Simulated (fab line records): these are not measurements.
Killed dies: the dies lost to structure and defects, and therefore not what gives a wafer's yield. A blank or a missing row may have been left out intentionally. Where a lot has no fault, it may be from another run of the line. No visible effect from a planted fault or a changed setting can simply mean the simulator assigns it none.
fab line records	flow gf180mcu	part 1 of 2: steps 1 to 28 of 39
record lots=5	wafers=15	lastDay=32
route steps=602 shown STI@20 DNWELL@32 NWELL@42 LVPWELL@54
lots that met no fault: from a run of the same line without faults
startH: start of the lot's first displayed wafer, in hours after the record's first day	waitH: how many hours have passed since the lot's step before this one	" as in the row above	L1.1+2: one row covering several wafers at once	- no value, or no start given	* or withheld: withheld	< > ~ a bound
route shown NAME@n: names a module that has steps shown in the file, with the first one's number in the route	usual: mean/standard deviation of fault-free wafers	same: alike in all rows	chamber/n: place in a boat	sites: per-site readings	_std_site: the standard deviation of these	_edge_site: the outer-site mean with the inner-site mean subtracted	radiusMm: for every site, how far away it sits from the centre of the wafer	mask NAME#n: copy n	behind: the most recent tool/chamber to have shaped the wafer	hold: reason for holding the lot/hours on hold/outcome of the hold	device: the transistor (n, p or np) that didn't switch	end of line: at the end of the route, the tests of the same wafers	where a step has no rows: the recipe by itself	killed: dies lost to structure and defects at the first sort, not the wafer's yield	map: a wafer's dies, marking killed ones x, the rest . and places with no die _
set.NAME: setting as actually run; set.NAME@STEP: the setting as run at that earlier step	model.NAME: the simulator's own value behind a step, which no gauge read
lots at selected steps of the route; one table per step, one row per wafer
services: when a tool's chamber went out of use (startH, in hours from the record's first day, below 0 if earlier), for how many hours, and the reason
## steps
# step GF_STI_CLEAN_19
# recipe chemistry=dHF	timeS=20	dilution=100:1
lot.wafer	tool	chamber	startH	waitH
L075.2+4+5	wetBench-02	0	30.88	0.0
L080.1+3+5	wetBench-04	0	58.64	0.0
L084.2+5+6	wetBench-02	2	77.84	0.0
L086.2+5+6	wetBench-02	0	89.38	0.0
L087.2+4+6	wetBench-01	1	97.81	0.0
# step GF_STI_WET_ETCH_20
# recipe chemistry=dHF	dilution=100:1	targetDepthNm=20	tempC=25	dry=ipaMarangoni	target=SiO2	timeS=400
lot.wafer	tool	chamber	startH	waitH
L075.2+4+5	wetBench-04	0	30.89	0.0
L080.1+3+5	wetBench-02	3	58.66	0.0
L084.2+5+6	wetBench-04	2	77.86	0.0
L086.2+5+6	wetBench-04	1	89.39	0.0
L087.2+4+6	wetBench-04	2	97.83	0.0
# step GF_STI_OXIDATION_21
# recipe tempC=1000	ambient=O2	stabiliseS=600	purgeS=300	targetThkA=150	oxTimeS=458
# usual spikeTcBottomC=1018.9/1.1	spikeTcCentreC=1001.1/2.2	zonePowerBottomPct=36/4
# same purgeS=300
lot.wafer	tool	chamber	startH	waitH	spikeTcBottomC	spikeTcCentreC	zonePowerBottomPct
L075.2	furnace-02	0	32.84	1.8	1019.3	1002.8	40
L075.4	"	0	"	"	1019.0	1004.5	39
L075.5	"	0	"	"	1018.4	1003.9	40
L080.1	furnace-02	0	58.77	0.0	1018.5	1001.2	40
L080.3	"	0	"	"	1019.8	1000.9	41
L080.5	"	0	"	"	1017.5	1002.4	39
L084.2	furnace-01	0	80.94	3.0	1020.5	998.7	32
L084.5	"	0	"	"	1019.4	999.9	31
L084.6	"	0	"	"	1020.5	1000.1	32
L086.2	furnace-01	0	89.52	0.0	1020.3	999.3	32
L086.5	"	0	"	"	1018.4	999.9	32
L086.6	"	0	"	"	1019.0	999.0	32
L087.2	furnace-02	0	98.06	0.0	1019.9	1000.9	40
L087.4	"	0	"	"	1020.6	1004.1	40
L087.6	"	0	"	"	1017.6	1003.8	40
# step GF_STI_THK_MEAS_22
# recipe reads=SiO2_of_STI_OXIDATION_21
# usual STI_OXIDATION_01_THK=14.9/0.33
lot.wafer	tool	chamber	startH	waitH	STI_OXIDATION_01_THK[nm]
L075.2	filmMetro-02	-	33.98	0.0	15.2
L075.4	"	-	"	"	15.4
L075.5	"	-	"	"	15.3
L080.1	filmMetro-02	-	59.90	0.0	14.7
L080.3	"	-	"	"	14.5
L080.5	"	-	"	"	14.5
L084.2	filmMetro-02	-	82.07	0.0	14.6
L084.5	"	-	"	"	14.7
L084.6	"	-	"	"	14.8
L086.2	filmMetro-04	-	90.66	0.0	14.9
L086.5	"	-	"	"	14.9
L086.6	"	-	"	"	15.1
L087.2	filmMetro-03	-	99.20	0.0	15.2
L087.4	"	-	"	"	15.1
L087.6	"	-	"	"	15.5
# step GF_STI_CVD_23
# recipe material=SiO2	targetThkNm=650	sigmaOpenFrac=0.3	timeS=108.3	tempC=600	sih4FlowSccm=60	pressureMtorr=6
lot.wafer	tool	chamber	startH	waitH
L075.2+4+5	hdpcvd-02	2,2,0	34.03	0.0
L080.1+3+5	hdpcvd-01	0,1,1	59.96	0.1
L084.2+5+6	hdpcvd-02	0,0,1	82.12	0.0
L086.2+5+6	hdpcvd-02	0,1,2	90.71	0.0
L087.2+4+6	hdpcvd-02	0,1,2	99.25	0.0
# step GF_STI_THK_MEAS_24
# recipe reads=SiO2_of_STI_CVD_23
# usual STI_CVD_23_THK=651/7.2
lot.wafer	tool	chamber	startH	waitH	STI_CVD_23_THK[nm]
L075.2	filmMetro-04	-	34.11	0.0	640
L075.4	"	-	"	"	647
L075.5	"	-	"	"	647
L080.1	filmMetro-03	-	60.04	0.0	645
L080.3	"	-	"	"	638
L080.5	"	-	"	"	635
L084.2	filmMetro-02	-	82.21	0.0	659
L084.5	"	-	"	"	659
L084.6	"	-	"	"	660
L086.2	filmMetro-04	-	90.80	0.0	664
L086.5	"	-	"	"	655
L086.6	"	-	"	"	661
L087.2	filmMetro-02	-	99.34	0.0	650
L087.4	"	-	"	"	651
L087.6	"	-	"	"	644
# step GF_STI_CMP_25
# recipe stopOn=Si3N4	tOverpolishS=33	downForcePsi=4	platenRpm=60	targetThkNm=524.6	padVelocityMS=0.94248
# usual motorCurrentA=12.1/1	overpolishRunS=33.000/0.0094	slurryFlowMlMin=150.0/0.46	timeToEndpointS=124/4.9
lot.wafer	tool	chamber	startH	waitH	motorCurrentA	overpolishRunS	slurryFlowMlMin	timeToEndpointS
L075.2	cmp-02	0	34.26	0.1	11.7	33.006	150.4	124
L075.4	"	1	"	"	11.3	32.997	150.5	116
L075.5	"	3	"	"	13.5	32.989	150.6	127
L080.3	cmp-02	2	60.40	0.3	12.2	32.984	150.1	116
L080.1	"	3	"	"	13.8	32.992	150.4	128
L080.5	"	1	"	"	11.0	32.979	151.0	119
L084.2	cmp-02	0	82.31	0.1	11.5	33.003	149.6	130
L084.6	"	3	"	"	13.4	32.995	149.9	130
L084.5	"	0	"	"	11.4	32.998	150.6	131
L086.2	cmp-02	1	90.90	0.1	11.6	33.006	150.1	125
L086.5	"	0	"	"	11.3	32.991	150.9	129
L086.6	"	1	"	"	11.5	32.996	149.2	126
L087.4	cmp-01	0	99.44	0.1	11.1	33.001	149.7	128
L087.2	"	2	"	"	12.1	33.004	150.5	126
L087.6	"	0	"	"	11.1	33.000	150.7	127
# step GF_STI_WET_ETCH_26
# recipe chemistry=dHF	targetDepthNm=94	target=SiO2	tempC=25	dilution=10:1	timeS=188
lot.wafer	tool	chamber	startH	waitH
L075.2+4+5	wetBench-01	1	34.46	0.1
L080.1+3+5	wetBench-04	1	60.60	0.1
L084.2+5+6	wetBench-02	0	82.56	0.2
L086.2+5+6	wetBench-04	1	91.15	0.2
L087.2+4+6	wetBench-02	3	99.69	0.1
# step GF_STI_WET_ETCH_27
# recipe chemistry=H3PO4	targetDepthNm=160	target=Si3N4	tempC=160	timeS=1825
lot.wafer	tool	chamber	startH	waitH
L075.2+4+5	wetBench-04	2	34.52	0.0
L080.1+3+5	wetBench-02	0	60.66	0.0
L084.2+5+6	wetBench-01	2	82.62	0.0
L086.2+5+6	wetBench-02	3	91.28	0.0
L087.2+4+6	wetBench-01	1	99.76	0.0
# step GF_STI_WET_ETCH_28
# recipe chemistry=dHF	targetDepthNm=20	dry=ipaMarangoni	target=SiO2	tempC=25	dilution=10:1	timeS=40
lot.wafer	tool	chamber	startH	waitH
L075.2+4+5	wetBench-01	2	35.04	0.0
L080.1+3+5	wetBench-02	1	61.17	0.0
L084.2+5+6	wetBench-04	1	83.14	0.0
L086.2+5+6	wetBench-04	1	91.84	0.0
L087.2+4+6	wetBench-02	2	100.28	0.0
# step GF_STI_OXIDATION_29
# recipe tempC=900	ambient=O2	stabiliseS=600	purgeS=300	targetThkA=100	oxTimeS=1418
# usual spikeTcBottomC=919.0/1.1	spikeTcCentreC=901.4/2.3	zonePowerBottomPct=29/3.1
# same purgeS=300
lot.wafer	tool	chamber	startH	waitH	spikeTcBottomC	spikeTcCentreC	zonePowerBottomPct
L075.2	furnace-01	0	35.06	0.0	919.7	899.1	25
L075.4	"	0	"	"	919.7	898.6	25
L075.5	"	0	"	"	917.9	898.4	25
L080.1	furnace-01	0	61.51	0.3	918.0	899.2	25
L080.3	"	0	"	"	918.6	898.5	25
L080.5	"	0	"	"	917.8	899.1	25
L084.2	furnace-01	0	83.46	0.3	919.9	897.7	25
L084.5	"	0	"	"	919.2	899.9	25
L084.6	"	0	"	"	920.2	898.2	25
L086.2	furnace-01	0	92.40	0.5	919.8	898.7	25
L086.5	"	0	"	"	919.0	896.9	25
L086.6	"	0	"	"	918.6	899.4	25
L087.2	furnace-02	0	101.20	0.9	919.4	904.6	32
L087.4	"	0	"	"	919.7	902.4	31
L087.6	"	0	"	"	918.3	901.8	31
# step GF_STI_THK_MEAS_30
# recipe reads=SiO2_of_STI_OXIDATION_29
# usual STI_OXIDATION_02_THK=9.97/0.17
lot.wafer	tool	chamber	startH	waitH	STI_OXIDATION_02_THK[nm]
L075.2	filmMetro-04	-	36.46	0.0	10.34
L075.4	"	-	"	"	10.54
L075.5	"	-	"	"	10.42
L080.1	filmMetro-02	-	62.91	0.0	9.99
L080.3	"	-	"	"	10.11
L080.5	"	-	"	"	10.07
L084.2	filmMetro-02	-	84.86	0.0	9.90
L084.5	"	-	"	"	9.95
L084.6	"	-	"	"	9.97
L086.2	filmMetro-03	-	93.80	0.0	9.89
L086.5	"	-	"	"	9.81
L086.6	"	-	"	"	9.79
L087.2	filmMetro-03	-	102.61	0.0	10.06
L087.4	"	-	"	"	10.14
L087.6	"	-	"	"	10.12
# step GF_DNWELL_DEHYDRATE_00
# recipe tempC=200	timeS=60
# usual resistLineTempC=22.99/0.1
lot.wafer	tool	chamber	startH	waitH	resistLineTempC
L075.2	lithoTrack-02	0	42.03	5.6	23.14
L075.4	"	0	"	"	23.20
L075.5	"	0	"	"	23.15
L080.1	lithoTrack-02	0	69.15	6.2	23.08
L080.3	"	0	"	"	22.88
L080.5	"	0	"	"	22.96
L084.2	lithoTrack-04	0	90.98	6.1	22.93
L084.5	"	0	"	"	22.85
L084.6	"	0	"	"	22.90
L086.2	lithoTrack-03	0	100.20	6.4	23.01
L086.5	"	0	"	"	23.04
L086.6	"	0	"	"	23.02
L087.2	lithoTrack-02	0	109.13	6.5	23.17
L087.4	"	0	"	"	23.03
L087.6	"	0	"	"	23.07
# step GF_DNWELL_HMDS_01
# recipe primeTimeS=60	primeTempC=120
# usual resistLineTempC=22.99/0.094
# same primeTimeS=60
lot.wafer	tool	chamber	startH	waitH	resistLineTempC
L075.2	lithoTrack-02	0	42.18	0.1	22.97
L075.4	"	0	"	"	22.81
L075.5	"	0	"	"	22.93
L080.1	lithoTrack-02	0	69.30	0.1	22.94
L080.3	"	0	"	"	22.96
L080.5	"	0	"	"	23.00
L084.2	lithoTrack-04	0	91.13	0.1	23.08
L084.5	"	0	"	"	22.89
L084.6	"	0	"	"	23.08
L086.2	lithoTrack-03	0	100.35	0.1	23.10
L086.5	"	0	"	"	22.96
L086.6	"	0	"	"	23.03
L087.2	lithoTrack-02	0	109.28	0.1	22.84
L087.4	"	0	"	"	22.86
L087.6	"	0	"	"	22.79
# step GF_DNWELL_COAT_02
# recipe spinRpm=2000	resistThkNm=3000
# usual resistLineTempC=22.98/0.12
lot.wafer	tool	chamber	startH	waitH	resistLineTempC
L075.2	lithoTrack-02	0	42.33	0.1	23.12
L075.4	"	0	"	"	22.81
L075.5	"	0	"	"	22.91
L080.1	lithoTrack-02	0	69.45	0.1	22.86
L080.3	"	0	"	"	23.10
L080.5	"	0	"	"	22.99
L084.2	lithoTrack-04	0	91.28	0.1	22.95
L084.5	"	0	"	"	22.84
L084.6	"	0	"	"	22.93
L086.2	lithoTrack-03	0	100.50	0.1	22.88
L086.5	"	0	"	"	23.10
L086.6	"	0	"	"	22.99
L087.2	lithoTrack-02	0	109.43	0.1	23.01
L087.4	"	0	"	"	23.03
L087.6	"	0	"	"	23.14
# step GF_DNWELL_SOFTBAKE_03
# recipe tempC=110	timeS=withheld
# usual resistLineTempC=22.99/0.11
lot.wafer	tool	chamber	startH	waitH	resistLineTempC
L075.2	lithoTrack-02	0	42.49	0.1	22.78
L075.4	"	0	"	"	22.96
L075.5	"	0	"	"	22.99
L080.1	lithoTrack-02	0	69.60	0.1	22.96
L080.3	"	0	"	"	22.98
L080.5	"	0	"	"	23.07
L084.2	lithoTrack-04	0	91.44	0.1	22.85
L084.5	"	0	"	"	22.95
L084.6	"	0	"	"	22.82
L086.2	lithoTrack-03	0	100.66	0.1	22.97
L086.5	"	0	"	"	22.94
L086.6	"	0	"	"	22.98
L087.2	lithoTrack-02	0	109.58	0.1	23.17
L087.4	"	0	"	"	23.07
L087.6	"	0	"	"	23.10
# step GF_DNWELL_EXPOSE_04
# recipe maskId=DNWELL	targetCdNm=1700	na=0.6	sourceShape=conventional	sigmaOuter=0.6	doseMj=260
lot.wafer	tool	chamber	startH	waitH	mask
L075.2+4+5	ilineStepper-02	0	-	-	DNWELL#0
L080.1+3+5	ilineStepper-01	0	-	-	DNWELL#0
L084.2+5+6	ilineStepper-01	0	-	-	DNWELL#0
L086.2+5+6	ilineStepper-02	0	-	-	DNWELL#0
L087.2+4+6	ilineStepper-01	0	-	-	DNWELL#0
# step GF_DNWELL_PEB_05
# recipe tempC=115	timeS=withheld
# usual resistLineTempC=23.00/0.11
lot.wafer	tool	chamber	startH	waitH	resistLineTempC
L075.2	lithoTrack-03	0	-	-	23.15
L075.4	"	0	"	"	23.02
L075.5	"	0	"	"	23.02
L080.1	lithoTrack-03	0	-	-	23.01
L080.3	"	0	"	"	22.85
L080.5	"	0	"	"	23.06
L084.2	lithoTrack-03	0	-	-	23.10
L084.5	"	0	"	"	23.09
L084.6	"	0	"	"	23.09
L086.2	lithoTrack-02	0	-	-	23.04
L086.5	"	0	"	"	23.21
L086.6	"	0	"	"	23.15
L087.2	lithoTrack-02	0	-	-	23.02
L087.4	"	0	"	"	23.08
L087.6	"	0	"	"	22.98
# step GF_DNWELL_DEVELOP_06
# recipe wallAngleDeg=90	developTimeS=60	devTempC=23
# usual resistLineTempC=22.99/0.1
lot.wafer	tool	chamber	startH	waitH	resistLineTempC
L075.2	lithoTrack-03	0	-	-	23.08
L075.4	"	0	"	"	22.92
L075.5	"	0	"	"	22.96
L080.1	lithoTrack-03	0	-	-	22.94
L080.3	"	0	"	"	23.13
L080.5	"	0	"	"	23.06
L084.2	lithoTrack-03	0	-	-	23.09
L084.5	"	0	"	"	22.97
L084.6	"	0	"	"	22.98
L086.2	lithoTrack-02	0	-	-	23.09
L086.5	"	0	"	"	23.19
L086.6	"	0	"	"	23.12
L087.2	lithoTrack-02	0	-	-	23.02
L087.4	"	0	"	"	23.00
L087.6	"	0	"	"	23.05
# step GF_DNWELL_IMPLANT_07
# recipe species=P	energyKev=1500	doseCm2=1e+13	tiltDeg=0
lot.wafer	tool	chamber	startH	waitH
L075.2+4+5	implanter-02	0	48.80	-
L080.1+3+5	implanter-02	0	76.28	-
L084.2+5+6	implanter-02	0	98.70	-
L086.2+5+6	implanter-02	0	107.88	-
L087.2+4+6	implanter-02	0	116.93	-
# step GF_DNWELL_STRIP_08
# recipe chemistry=O2/N2	powerW=1400	pressureMtorr=1500	platenTempC=250	o2FlowSccm=3000	n2FlowSccm=300	overashFraction=0.5
# usual drypumpMotorCurrentA=5.7/0.38	heaterPowerW=329/28	oesProductAu=0.723/0.0042	stripTimeToEndpointS=36.93/0.097
lot.wafer	tool	chamber	startH	waitH	drypumpMotorCurrentA	heaterPowerW	oesProductAu	rfHoursCounterH	stripTimeToEndpointS
L075.2	plasmaAsher-03	1	48.93	0.1	5.7	309	0.724	43	37.00
L075.4	"	0	"	"	6.3	318	0.723	-	36.93
L075.5	"	0	"	"	6.3	315	0.720	-	36.98
L080.1	plasmaAsher-02	1	76.43	0.1	5.4	378	0.719	27	36.97
L080.3	"	1	"	"	5.4	393	0.720	-	36.96
L080.5	"	0	"	"	5.9	303	0.727	-	37.02
L084.2	plasmaAsher-01	0	98.83	0.1	5.2	334	0.721	38	36.89
L084.5	"	1	"	"	5.9	343	0.721	-	36.84
L084.6	"	0	"	"	5.2	328	0.720	-	36.89
L086.2	plasmaAsher-02	0	108.00	0.1	5.9	312	0.724	30	36.96
L086.5	"	0	"	"	5.9	304	0.723	-	36.97
L086.6	"	1	"	"	5.4	376	0.721	-	36.88
L087.2	plasmaAsher-03	0	117.05	0.1	6.3	313	0.718	50	36.98
L087.4	"	0	"	"	6.3	308	0.718	-	36.98
L087.6	"	0	"	"	6.3	313	0.728	-	37.09
# step GF_DNWELL_TW_MEAS_09
# usual DNWELL_TW=1350/16
lot.wafer	tool	chamber	startH	waitH	DNWELL_TW
L075.2	filmMetro-02	-	49.04	0.1	1367
L075.4	"	-	"	"	1371
L075.5	"	-	"	"	1367
L080.1	filmMetro-02	-	76.53	0.1	1344
L080.3	"	-	"	"	1349
L080.5	"	-	"	"	1353
L084.2	filmMetro-04	-	98.94	0.1	1326
L084.5	"	-	"	"	1322
L084.6	"	-	"	"	1328
L086.2	filmMetro-04	-	108.11	0.1	1335
L086.5	"	-	"	"	1346
L086.6	"	-	"	"	1342
L087.2	filmMetro-02	-	117.16	0.1	1355
L087.4	"	-	"	"	1359
L087.6	"	-	"	"	1352
# step GF_NWELL_DEHYDRATE_00
# recipe tempC=200	timeS=60
# usual resistLineTempC=22.98/0.11
lot.wafer	tool	chamber	startH	waitH	resistLineTempC
L075.2	lithoTrack-03	0	54.50	5.5	23.02
L075.4	"	0	"	"	22.99
L075.5	"	0	"	"	23.12
L080.1	lithoTrack-03	0	82.38	5.8	22.96
L080.3	"	0	"	"	22.84
L080.5	"	0	"	"	22.91
L084.2	lithoTrack-02	0	105.68	6.7	22.95
L084.5	"	0	"	"	23.17
L084.6	"	0	"	"	22.88
L086.2	lithoTrack-01	0	114.90	6.8	22.96
L086.5	"	0	"	"	22.95
L086.6	"	0	"	"	22.95
L087.2	lithoTrack-02	0	124.18	7.0	22.82
L087.4	"	0	"	"	22.97
L087.6	"	0	"	"	22.97
# step GF_NWELL_HMDS_01
# recipe primeTimeS=60	primeTempC=120
# usual resistLineTempC=23.00/0.11
# same primeTimeS=60
lot.wafer	tool	chamber	startH	waitH	resistLineTempC
L075.2	lithoTrack-03	0	54.65	0.1	23.07
L075.4	"	0	"	"	23.02
L075.5	"	0	"	"	23.25
L080.1	lithoTrack-03	0	82.53	0.1	23.02
L080.3	"	0	"	"	23.01
L080.5	"	0	"	"	22.97
L084.2	lithoTrack-02	0	105.83	0.1	22.89
L084.5	"	0	"	"	22.79
L084.6	"	0	"	"	22.70
L086.2	lithoTrack-01	0	115.05	0.1	22.98
L086.5	"	0	"	"	22.90
L086.6	"	0	"	"	22.87
L087.2	lithoTrack-02	0	124.33	0.1	22.97
L087.4	"	0	"	"	22.87
L087.6	"	0	"	"	23.00
# step GF_NWELL_COAT_02
# recipe spinRpm=2000	resistThkNm=3000
# usual resistLineTempC=22.99/0.1
lot.wafer	tool	chamber	startH	waitH	resistLineTempC
L075.2	lithoTrack-03	0	54.80	0.1	22.94
L075.4	"	0	"	"	22.99
L075.5	"	0	"	"	23.07
L080.1	lithoTrack-03	0	82.68	0.1	23.02
L080.3	"	0	"	"	23.05
L080.5	"	0	"	"	22.93
L084.2	lithoTrack-02	0	105.98	0.1	22.95
L084.5	"	0	"	"	23.09
L084.6	"	0	"	"	22.92
L086.2	lithoTrack-01	0	115.20	0.1	22.96
L086.5	"	0	"	"	22.99
L086.6	"	0	"	"	23.02
L087.2	lithoTrack-02	0	124.48	0.1	23.09
L087.4	"	0	"	"	23.00
L087.6	"	0	"	"	23.11
# step GF_NWELL_SOFTBAKE_03
# recipe tempC=110	timeS=withheld
# usual resistLineTempC=23.03/0.12
lot.wafer	tool	chamber	startH	waitH	resistLineTempC
L075.2	lithoTrack-03	0	54.96	0.1	23.04
L075.4	"	0	"	"	23.00
L075.5	"	0	"	"	23.09
L080.1	lithoTrack-03	0	82.83	0.1	23.10
L080.3	"	0	"	"	23.02
L080.5	"	0	"	"	22.92
L084.2	lithoTrack-02	0	106.13	0.1	23.32
L084.5	"	0	"	"	22.97
L084.6	"	0	"	"	23.19
L086.2	lithoTrack-01	0	115.36	0.1	23.31
L086.5	"	0	"	"	23.21
L086.6	"	0	"	"	23.10
L087.2	lithoTrack-02	0	124.63	0.1	22.90
L087.4	"	0	"	"	23.08
L087.6	"	0	"	"	22.96
# step GF_NWELL_EXPOSE_04
# recipe maskId=Nwell	targetCdNm=860	na=0.6	sourceShape=conventional	sigmaOuter=0.6	doseMj=260
lot.wafer	tool	chamber	startH	waitH	mask
L075.2+4+5	ilineStepper-02	0	-	-	Nwell#0
L080.1+3+5	ilineStepper-02	0	-	-	Nwell#0
L084.2+5+6	ilineStepper-01	0	-	-	Nwell#0
L086.2+5+6	ilineStepper-02	0	-	-	Nwell#0
L087.2+4+6	ilineStepper-02	0	-	-	Nwell#0
# step GF_NWELL_PEB_05
# recipe tempC=115	timeS=withheld
# usual resistLineTempC=22.99/0.11
lot.wafer	tool	chamber	startH	waitH	resistLineTempC
L075.2	lithoTrack-01	0	-	-	23.19
L075.4	"	0	"	"	23.01
L075.5	"	0	"	"	22.99
L080.1	lithoTrack-03	0	-	-	22.94
L080.3	"	0	"	"	22.84
L080.5	"	0	"	"	22.79
L084.2	lithoTrack-03	0	-	-	22.86
L084.5	"	0	"	"	22.88
L084.6	"	0	"	"	22.91
L086.2	lithoTrack-03	0	-	-	22.93
L086.5	"	0	"	"	22.98
L086.6	"	0	"	"	23.08
L087.2	lithoTrack-01	0	-	-	22.97
L087.4	"	0	"	"	23.07
L087.6	"	0	"	"	22.99
